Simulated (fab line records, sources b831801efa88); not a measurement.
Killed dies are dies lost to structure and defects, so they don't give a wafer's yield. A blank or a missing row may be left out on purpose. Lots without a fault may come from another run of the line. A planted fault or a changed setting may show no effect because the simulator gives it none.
Problem report in the 8D (eight disciplines) form, filled by code | flow gf180mcu | the parts of the form that need people (team, actions taken, sign-off) are left out

1. THE PROBLEM
HV_LDD_RS at GF_HV_LDD_RS_MEAS_53 reads a mean of 402.9 ohm/sq on 6 wafers of 2 lots; wafers without a fault read 418.4 ohm/sq with a standard deviation of 0.89. That is -17 standard deviations from the usual mean.
The step: measures by four-point-probe.
First seen on wafer L167.1, day 15 07:33, on film_metro-03. The record holds 39 wafers of 13 lots with a number at this step. Rule for "out", or "out of limits": more than 4 standard deviations from the usual mean. The other wafers with a number count as sound.

2. WHAT IT IS AND WHAT IT IS NOT
question                    | is                           | is not
which readings at this step | HV_LDD_RS                    | -
which lots                  | L167, L168                   | L158, L159, L160, L170, L171, L175, L176, L177, L178, L179, L181
which wafers of those lots  | all that have a number       | -
read on which gauges        | film_metro-02, film_metro-03 | film_metro-04
when                        | from day 15 07:33            | up to then (9 sound wafers); but 24 sound wafers of L170, L171, L175, L176, L177, L178, L179, L181 came after

3. SUSPECTS, AND WHAT RULES EACH OUT
Counting: a tool at a process step up to the reading stays a suspect if it ran every lot that is out and no sound lot after the first of them.
- the gauge at GF_HV_LDD_RS_MEAS_53: ruled out. The wafers that are out were read on 2 gauges (film_metro-02, film_metro-03).
- implanter-02 at GF_HV_LDD_IMPLANT_33: ruled out as a lasting fault. Sound lots L176, L178, L181 ran on it after its first lot that is out, L167 (day 14 09:58).
Left after counting: nothing in the record.

4. THE CAUSE (what the simulator had put in)
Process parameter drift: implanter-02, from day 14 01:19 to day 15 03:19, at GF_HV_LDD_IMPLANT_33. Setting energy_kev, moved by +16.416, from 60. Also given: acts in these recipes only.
Counting ruled it out, wrongly: the rule takes a fault to strike every lot that its tool runs from its start on, and this one did not.

5. THE CHAIN OF EFFECTS, in route order
Each row: a reading whose mean over the struck wafers that have a number lies more than 3 standard deviations from the usual. Only readings for which the record gives a usual standard deviation are gone through. hours: the time from each lot's start at the first step in this table that gives one to its start at this step, as a median over the lots. sigmas: the change in usual standard deviations.
hours | step                 | reading         | usual        | on struck wafers | change  | sigmas
0     | GF_HV_LDD_IMPLANT_33 | beam_energy_keV | 60.001       | 76.422           | +16.421 | +99 or more
22    | GF_HV_LDD_RS_MEAS_53 | HV_LDD_RS       | 418.4 ohm/sq | 402.9            | -15.4   | -17
The process steps in it:
- GF_HV_LDD_IMPLANT_33

6. WHAT WOULD HAVE CAUGHT IT SOONER
In this record the first reading out of limits at a measuring or inspecting step was taken at day 15 07:33, 30 hours after the fault began at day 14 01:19.
The tool's own readings at GF_HV_LDD_IMPLANT_33 were out on every struck wafer that the step has a row for (beam_energy_keV): an alarm limit on them would have fired on the first of those.
